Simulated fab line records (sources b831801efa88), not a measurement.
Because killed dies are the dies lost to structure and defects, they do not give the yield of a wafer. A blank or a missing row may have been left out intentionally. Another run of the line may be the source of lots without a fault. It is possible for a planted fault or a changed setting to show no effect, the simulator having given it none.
A struck lot beside a sound one -- flow sky130 -- 18 out of 708 route steps
Sound: these wafers, L392.1, L392.2, L392.4. Wafers struck: L398.1, L398.2, L398.3. The cause is given at the end.
Per side, at each step with rows, come the tool, then ch with its chambers, and then its first start. Under that, the readings that differ: sound wafers -- struck wafers -- difference of the means -- sigmas: that difference in standard deviations of wafers without a fault.
alike: a reading whose means differ by less than 2 such deviations, as well as words and numbers matching on both sides. not compared: withheld readings; readings where some wafer has no value; bounds like >300 that might hide an equal value; numbers whose values overlap and for which the record gives no deviation.
The two part at a step that has a row with sigmas, a row that says differs or no value, or rows on one side only. Numbers that have no deviation but don't overlap get no sigmas and don't part them. A reading that every wafer of one side lacks parts them only if that side has two wafers or more.

first, 3 steps without rows for these wafers: SKY_SONOS_ONO_WET_ETCH_18 (etches Si3N4 in H3PO4, target depth 15 nm, time 172 s); SKY_GATE_OXIDE_CLEAN_00 (cleans in SC1/SC2, time 150 s); SKY_GATE_OXIDE_OXIDATION_01 (stabilise 600 s, purge 300 s, target thk 10.268 nm).
SKY_GATE_OXIDE_THK_MEAS_02:
  sound: film metro-04 at day 13 19:08; struck: film metro-03 at day 15 18:26
  alike: GATE_OXIDE_OXIDATION_00_THK
then, 7 steps without rows for these wafers: SKY_GATE_OXIDE_DEHYDRATE_03 (time 60 s); SKY_GATE_OXIDE_HMDS_04 (prime time 60 s); SKY_GATE_OXIDE_COAT_05 (resist thk 1140 nm); SKY_GATE_OXIDE_SOFTBAKE_06 (time 60 s); SKY_GATE_OXIDE_EXPOSE_07 (exposes mask LVOM, target cd 600 nm); SKY_GATE_OXIDE_PEB_08; SKY_GATE_OXIDE_DEVELOP_09 (develop time 60 s).
SKY_GATE_OXIDE_OVL_MEAS_10:
  sound: overlay-02 at day 14 20:37; struck: overlay-01 at day 16 23:22
  alike: GATE_OXIDE_OVL
SKY_GATE_OXIDE_IMPLANT_11:
  sound on implanter-04 ch 0, day 14 20:40; struck on implanter-04 ch 0, day 16 23:24
reading,sound,struck,difference,sigmas
dose ions cm2,2.5972e+12 2.5972e+12 2.5982e+12,2.0609e+12 2.0611e+12 2.0588e+12,-5.3727e+11,-99 or more
faraday current uA,14.44 14.64 14.20,11.42 11.48 11.47,-2.97,-11
then, 1 step without rows for these wafers: SKY_GATE_OXIDE_WET_ETCH_12 (etches SiO2 in dHF, target depth 16.8 nm, time 319.8 s).
SKY_GATE_OXIDE_STRIP_13: strips in O2/N2.
  sound on plasma asher-03 ch 0,1, day 14 20:55; struck on plasma asher-01 ch 0,1, day 16 23:39
  alike: chamber pressure mTorr, drypump motor current A, oes product au, strip time to endpoint s
  not compared: rf hours counter h
SKY_GATE_OXIDE_TW_MEAS_14:
  sound: film metro-01 at day 14 21:01; struck: film metro-04 at day 16 23:45
reading,sound,struck,difference,sigmas
GATE_OXIDE_TW,224.6 227.1 225.5,208.9 209.4 210.8,-16.0,-7
then, 1 step without rows for these wafers: SKY_GATE_OXIDE_CLEAN_15 (cleans in SC1/SC2, time 150 s).
-- here the record skips 31 days between the struck wafers' starts before and after, leaving off in module GATE_OXIDE and picking up in module PAD_OPEN (first step shown: number 708 of the route) --
SKY_PAD_OPEN_PROBE_99:
  sound: prober-01 at day 46 15:58; struck: prober-01 at day 48 07:37
reading,sound,struck,difference,sigmas
model.etest.tip p.rs ohm sq,6840 6800 6874,7170 7182 7215,+351,
model.etest.pfet_01v8.r on ohm um,2700 2762 2801,3060 2902 2969,+223,
model.etest.nfet_01v8_lvt.drive ua um,583.2 589 573.3,595.8 615.4 600.4,+22.0,
model.etest.nfet_01v8.drive ua um,507.2 519.2 501.7,526.9 545.4 523.7,+22.6,
model.etest.nfet_01v8_turned.drive ua um,512.8 522.6 503.4,526.7 542.7 523.5,+18.0,
model.etest.sram nfet pass.drive ua um,500.7 511.5 487.5,515.8 547.2 514.2,+25.8,
model.etest.pfet_01v8_lvt.drive ua um,181 178 174.6,149.2 152.3 152.8,-26.4,
  alike: killed_at_M0_to_M3, killed_at_M4_up, killed at contacts, killed at front end, killed at other, killed dies, killed open, killed short
  not compared: model.etest.nfet_01v8_swapped.drive ua um

== WHERE THEY PART ==
First at SKY_GATE_OXIDE_IMPLANT_11; last, within this record, at SKY_GATE_OXIDE_TW_MEAS_14. Later steps at which nothing parts them and some readings are alike: SKY_PAD_OPEN_PROBE_99.

WHY: whatever the simulator had introduced
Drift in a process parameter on implanter-04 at SKY_GATE_OXIDE_IMPLANT_11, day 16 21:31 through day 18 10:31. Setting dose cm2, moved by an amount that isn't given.
